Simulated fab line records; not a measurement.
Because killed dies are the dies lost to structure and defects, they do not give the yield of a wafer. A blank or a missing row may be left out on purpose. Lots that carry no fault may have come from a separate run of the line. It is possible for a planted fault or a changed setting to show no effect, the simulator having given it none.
Which tool was responsible? + flow sky130 + 12 lots with 36 wafers sampled at 5 steps, on a route of 708 steps

== WHAT THE GAUGES READ, wafer by wafer ==
SKY_VT_ADJUST_PCH_OVL_MEAS_07. Usual: VT_ADJUST_PCH_OVL 0.1 nm, standard deviation 1.3.
| lot  | measured     | on         | VT_ADJUST_PCH_OVL (nm) | flag |
|------|--------------|------------|------------------------|------|
| L200 | day 10 13:08 | overlay-01 | 1.2 -0.3 1.9           |      |
| L202 | day 11 00:52 | overlay-01 | 0.9 0.5 2.2            |      |
| L204 | day 11 23:23 | overlay-02 | 1.9 1.1 -0.4           |      |
| L205 | day 12 04:34 | overlay-02 | -0.2 0.3 0.9           |      |
| L206 | day 12 08:00 | overlay-01 | 2.2 0.4 0.4            |      |
| L207 | day 12 22:56 | overlay-01 | 1.3 0.7 -2.6           |      |
| L213 | day 14 18:37 | overlay-02 | -0.8 -0.8 -0.3         |      |
| L216 | day 15 14:26 | overlay-02 | -0.7 -3.6 -3.2         |      |
| L219 | day 16 14:33 | overlay-02 | 0.5 -2.2 -1.5          |      |
| L220 | day 16 20:42 | overlay-02 | 1.3 0.1 -0.7           |      |
| L221 | day 17 03:14 | overlay-02 | -1.6 -0.1 0.4          |      |
| L223 | day 17 22:08 | overlay-02 | -0.6 -0.3 0.5          |      |

SKY_POLY_GATE_CD_MEAS_22. Usual: cdNm reads 150.2 nm (standard deviation 2.1).
| lot  | measured     | on       | cdNm (nm)         | flag |
|------|--------------|----------|-------------------|------|
| L200 | day 16 21:52 | cdSem-01 | 146.7 147.2 146.5 |      |
| L202 | day 17 10:28 | cdSem-01 | 148.5 149.9 149.9 |      |
| L204 | day 18 16:19 | cdSem-02 | 151.4 151.1 151.3 |      |
| L205 | day 18 14:44 | cdSem-02 | 150.7 150.1 149.9 |      |
| L206 | day 18 16:28 | cdSem-01 | 150.3 150.4 150.5 |      |
| L207 | day 20 00:58 | cdSem-01 | 149.3 146.7 148.9 |      |
| L213 | day 22 00:19 | cdSem-01 | 150.4 150.6 147.7 |      |
| L216 | day 22 16:19 | cdSem-01 | 151.8 151.2 150.0 |      |
| L219 | day 23 18:53 | cdSem-01 | 149.0 149.2 149.1 |      |
| L220 | day 23 20:35 | cdSem-02 | 154.9 153.8 153.5 |      |
| L221 | day 24 04:19 | cdSem-02 | 148.0 150.0 150.7 |      |
| L223 | day 24 20:56 | cdSem-02 | 152.8 150.3 151.7 |      |

SKY_LDD_N_TW_MEAS_17. Usual: LDD_N_TW 2581, standard deviation 18.
| lot  | measured     | on           | LDD_N_TW       | flag |
|------|--------------|--------------|----------------|------|
| L200 | day 18 02:13 | filmMetro-03 | 2599 2609 2608 |      |
| L202 | day 18 15:58 | filmMetro-01 | 2578 2577 2576 |      |
| L204 | day 20 00:21 | filmMetro-01 | 2561 2557 2575 |      |
| L205 | day 19 22:52 | filmMetro-03 | 2625 2614 2617 |      |
| L206 | day 20 00:40 | filmMetro-03 | 2590 2597 2601 |      |
| L207 | day 21 09:20 | filmMetro-01 | 2577 2572 2582 |      |
| L213 | day 23 08:23 | filmMetro-01 | 2580 2597 2585 |      |
| L216 | day 23 23:02 | filmMetro-04 | 2608 2602 2623 |      |
| L219 | day 25 01:49 | filmMetro-04 | 2601 2589 2597 |      |
| L220 | day 25 03:50 | filmMetro-04 | 2590 2581 2588 |      |
| L221 | day 25 11:28 | filmMetro-04 | 2593 2596 2597 |      |
| L223 | day 26 03:58 | filmMetro-01 | 2569 2575 2572 |      |

== WHAT TOOL EACH LOT RAN ON (gives the tool, then ch and the chambers of the sampled wafers, and finally the start) ==
| lot  | SKY_LDD_N_IMPLANT_09            | SKY_LDD_N_STRIP_16                  |
|------|---------------------------------|-------------------------------------|
| L200 | implanter-03 ch 0, day 18 01:05 | plasmaAsher-03 ch 0,1, day 18 02:06 |
| L202 | implanter-02 ch 0, day 18 14:49 | plasmaAsher-04 ch 0,1, day 18 15:52 |
| L204 | implanter-03 ch 0, day 19 23:12 | plasmaAsher-03 ch 0,1, day 20 00:15 |
| L205 | implanter-02 ch 0, day 19 21:43 | plasmaAsher-04 ch 0,1, day 19 22:46 |
| L206 | implanter-01 ch 0, day 19 23:33 | plasmaAsher-04 ch 0,1, day 20 00:35 |
| L207 | implanter-03 ch 0, day 21 08:12 | plasmaAsher-03 ch 0,1, day 21 09:13 |
| L213 | implanter-03 ch 0, day 23 07:15 | plasmaAsher-04 ch 0,1, day 23 08:16 |
| L216 | implanter-03 ch 0, day 23 21:56 | plasmaAsher-03 ch 0,1, day 23 22:56 |
| L219 | implanter-01 ch 0, day 25 00:42 | plasmaAsher-01 ch 0,1, day 25 01:44 |
| L220 | implanter-01 ch 0, day 25 02:43 | plasmaAsher-03 ch 0,1, day 25 03:45 |
| L221 | implanter-01 ch 0, day 25 10:19 | plasmaAsher-04 ch 0,1, day 25 11:22 |
| L223 | implanter-03 ch 0, day 26 02:49 | plasmaAsher-03 ch 0,1, day 26 03:52 |
- SKY_LDD_N_IMPLANT_09
- SKY_LDD_N_STRIP_16: strips in O2/N2.

== AS READ BY THE TOOLS THEMSELVES (means over the sampled wafers that have a number; for cases with no such wafer, the mark the record gives instead) ==
SKY_LDD_N_IMPLANT_09. Usual: beamOnS 10.10 s, standard deviation 0.26; faradayCurrentUA 419, standard deviation 11.
| lot  | tool         | beamOnS (s) | faradayCurrentUA | flag |
|------|--------------|-------------|------------------|------|
| L200 | implanter-03 | 10.13       | 419              |      |
| L202 | implanter-02 | 10.30       | 411              |      |
| L204 | implanter-03 | 10.05       | 420              |      |
| L205 | implanter-02 | 10.36       | 408              |      |
| L206 | implanter-01 | 10.17       | 416              |      |
| L207 | implanter-03 | 9.95        | 424              |      |
| L213 | implanter-03 | 12.77       | 332              | OFF  |
| L216 | implanter-03 | 12.82       | 330              | OFF  |
| L219 | implanter-01 | 10.04       | 422              |      |
| L220 | implanter-01 | 9.87        | 428              |      |
| L221 | implanter-01 | 9.98        | 424              |      |
| L223 | implanter-03 | 10.19       | 414              |      |

SKY_LDD_N_STRIP_16. Usual: drypumpMotorCurrentA 5.52 A, standard deviation 0.24; oesProductAu 0.407 a.u., standard deviation 0.004; stripTimeToEndpointS 4.314 s, standard deviation 0.016.
| lot  | tool           | drypumpMotorCurrentA (A) | oesProductAu (a.u.) | stripTimeToEndpointS (s) | flag |
|------|----------------|--------------------------|---------------------|--------------------------|------|
| L200 | plasmaAsher-03 | 5.42                     | 0.409               | 4.320                    |      |
| L202 | plasmaAsher-04 | 5.59                     | 0.404               | 4.328                    |      |
| L204 | plasmaAsher-03 | 5.43                     | 0.405               | 4.305                    |      |
| L205 | plasmaAsher-04 | 5.61                     | 0.409               | 4.304                    |      |
| L206 | plasmaAsher-04 | 5.68                     | 0.409               | 4.348                    |      |
| L207 | plasmaAsher-03 | 5.39                     | 0.405               | 4.289                    |      |
| L213 | plasmaAsher-04 | 5.60                     | 0.408               | 4.391                    | OFF  |
| L216 | plasmaAsher-03 | 5.42                     | 0.410               | 4.393                    | OFF  |
| L219 | plasmaAsher-01 | 5.63                     | 0.405               | 4.322                    |      |
| L220 | plasmaAsher-03 | 5.42                     | 0.405               | 4.307                    |      |
| L221 | plasmaAsher-04 | 5.59                     | 0.407               | 4.298                    |      |
| L223 | plasmaAsher-03 | 5.43                     | 0.409               | 4.297                    |      |

== THE ANSWER, worked out from the rows above alone ==
Rule: a lot counts as off when the mean over its wafers that have a number is more than 3 standard deviations away from the usual mean. A lot without any number at a reading at which 4 lots or more have one is off too. The other lots that the step has rows for count as sound. Order of review: gauges by route order, followed by the tools' own readings, for which a lot's mean as printed above is used. The first step at which some lot is off is used, and at that step the reading that is off furthest; a lot without a number counts as furthest.
Off: L213, L216, at SKY_LDD_N_IMPLANT_09 (beamOnS).
A tool fits if, at that step or a process step before it, it ran every lot that is off, and no sound lot after the first of them. Not one of the candidates tried fits.

== WHAT THE SIMULATOR HAD PUT IN ==
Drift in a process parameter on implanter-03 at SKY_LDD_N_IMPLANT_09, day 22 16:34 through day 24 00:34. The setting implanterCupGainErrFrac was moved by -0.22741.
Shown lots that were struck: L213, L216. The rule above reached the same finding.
